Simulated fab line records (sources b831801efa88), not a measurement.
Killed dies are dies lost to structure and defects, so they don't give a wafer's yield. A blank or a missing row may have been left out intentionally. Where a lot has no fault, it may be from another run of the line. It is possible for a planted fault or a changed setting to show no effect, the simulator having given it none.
What tool caused it? + flow sky130 + Sampling: 11 lots, 33 wafers, 4 of 708 route steps

== WHAT THE GAUGES READ, wafer by wafer ==
SKY_VIA1_THK_MEAS_01.
| lot  | measured     | on           | VIA1_HDPCVD_THK (nm) |
|------|--------------|--------------|----------------------|
| L327 | day 33 04:23 | filmMetro-01 | 1024 1024 1028       |
| L328 | day 33 13:53 | filmMetro-03 | 1036 1019 1028       |
| L329 | day 34 00:57 | filmMetro-03 | 1025 1016 1035       |
| L330 | day 34 15:15 | filmMetro-04 | 1027 1022 1015       |
| L331 | day 35 00:20 | filmMetro-04 | 1032 1033 1025       |
| L333 | day 35 06:42 | filmMetro-04 | 1036 1035 1033       |
| L334 | day 35 19:17 | filmMetro-01 | 1056 1041 1028       |
| L337 | day 36 22:43 | filmMetro-04 | 1022 1011 1025       |
| L342 | day 38 09:02 | filmMetro-01 | 874 876 1034         |
| L343 | day 38 12:46 | filmMetro-04 | 1028 1042 876        |
| L350 | day 40 02:29 | filmMetro-04 | 1021 1020 1036       |

== WHAT TOOL EACH LOT RAN ON (gives the tool, then ch and the chambers of the sampled wafers, and finally the start) ==
| lot  | SKY_CONTACT_ETCH_16               | SKY_METAL1_SPUTTER_03       | SKY_VIA1_HDPCVD_00               |
|------|-----------------------------------|-----------------------------|----------------------------------|
| L327 | rieDiel-04 ch 0,1, day 31 20:56   | pvdSputter-03, day 31 22:23 | hdpcvd-01 ch 0,2, day 33 04:17   |
| L328 | rieDiel-04 ch 0,1,2, day 32 06:45 | pvdSputter-02, day 32 08:14 | hdpcvd-02 ch 0,2, day 33 13:46   |
| L329 | rieDiel-03 ch 0,1,2, day 32 18:50 | pvdSputter-01, day 32 20:17 | hdpcvd-01 ch 0,2, day 34 00:50   |
| L330 | rieDiel-03 ch 0,1,2, day 33 09:50 | pvdSputter-03, day 33 11:17 | hdpcvd-02 ch 0,1,2, day 34 15:08 |
| L331 | rieDiel-04 ch 2,3, day 33 18:28   | pvdSputter-03, day 33 19:59 | hdpcvd-02 ch 0,1,2, day 35 00:13 |
| L333 | rieDiel-04 ch 0,2, day 34 01:00   | pvdSputter-03, day 34 02:28 | hdpcvd-02 ch 0,1, day 35 06:34   |
| L334 | rieDiel-02 ch 0,1,2, day 34 11:52 | pvdSputter-02, day 34 13:19 | hdpcvd-01 ch 0,1, day 35 19:09   |
| L337 | rieDiel-03 ch 2,3, day 35 17:54   | pvdSputter-02, day 35 19:24 | hdpcvd-01 ch 0,1,2, day 36 22:36 |
| L342 | rieDiel-03 ch 0,1,3, day 37 04:51 | pvdSputter-02, day 37 06:24 | hdpcvd-01 ch 1,2, day 38 08:55   |
| L343 | rieDiel-04 ch 1,2,3, day 37 08:25 | pvdSputter-01, day 37 09:53 | hdpcvd-01 ch 1,2, day 38 12:39   |
| L350 | rieDiel-03 ch 0,1,2, day 38 22:32 | pvdSputter-02, day 39 00:06 | hdpcvd-02 ch 1,2, day 40 02:22   |
- SKY_CONTACT_ETCH_16: etches BARC in N2/H2, stops on SiO2, time 45.9 s, target depth 60 nm.
- SKY_METAL1_SPUTTER_03: material Ti, target thk 5 nm, time 3.3 s.
- SKY_VIA1_HDPCVD_00: deposits SiO2, target thk 1030 nm, time 171.7 s.

== THE ANSWER, worked out from the rows above alone ==
Rule: the lots themselves supply what counts as usual. Put in order of their means at a reading, lots are off if they are a third of the lots or fewer, leave a main group of 4 or more, and stand apart from it by a gap of 3 or more times the standard deviation of the main group's means; of several such gaps the widest counts. The tables above print the reading to a certain number of digits; a main group whose means all agree to those digits is not used. Also off: a lot with no number at a reading for which 4 or more lots have one. Any other lot the step has rows for is counted as sound.
Off: at SKY_VIA1_THK_MEAS_01 (VIA1_HDPCVD_THK), L342, L343. Main group: mean 1028 nm, sd 6.5.
If a tool, at a process step before that reading, ran all the lots that are off and no sound lot after the first of them, it fits. The gauges at SKY_VIA1_THK_MEAS_01 are tried like those tools. One candidate fits, namely hdpcvd-01 at SKY_VIA1_HDPCVD_00. A fault onset in the window from L337 (day 36 22:36, its last sound lot) to L342 (day 38 08:55, its first lot off) fits.

== WHAT WAS PUT IN BY THE SIMULATOR ==
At SKY_VIA1_HDPCVD_00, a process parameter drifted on hdpcvd-01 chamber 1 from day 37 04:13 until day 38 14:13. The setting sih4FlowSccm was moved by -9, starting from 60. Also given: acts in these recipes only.
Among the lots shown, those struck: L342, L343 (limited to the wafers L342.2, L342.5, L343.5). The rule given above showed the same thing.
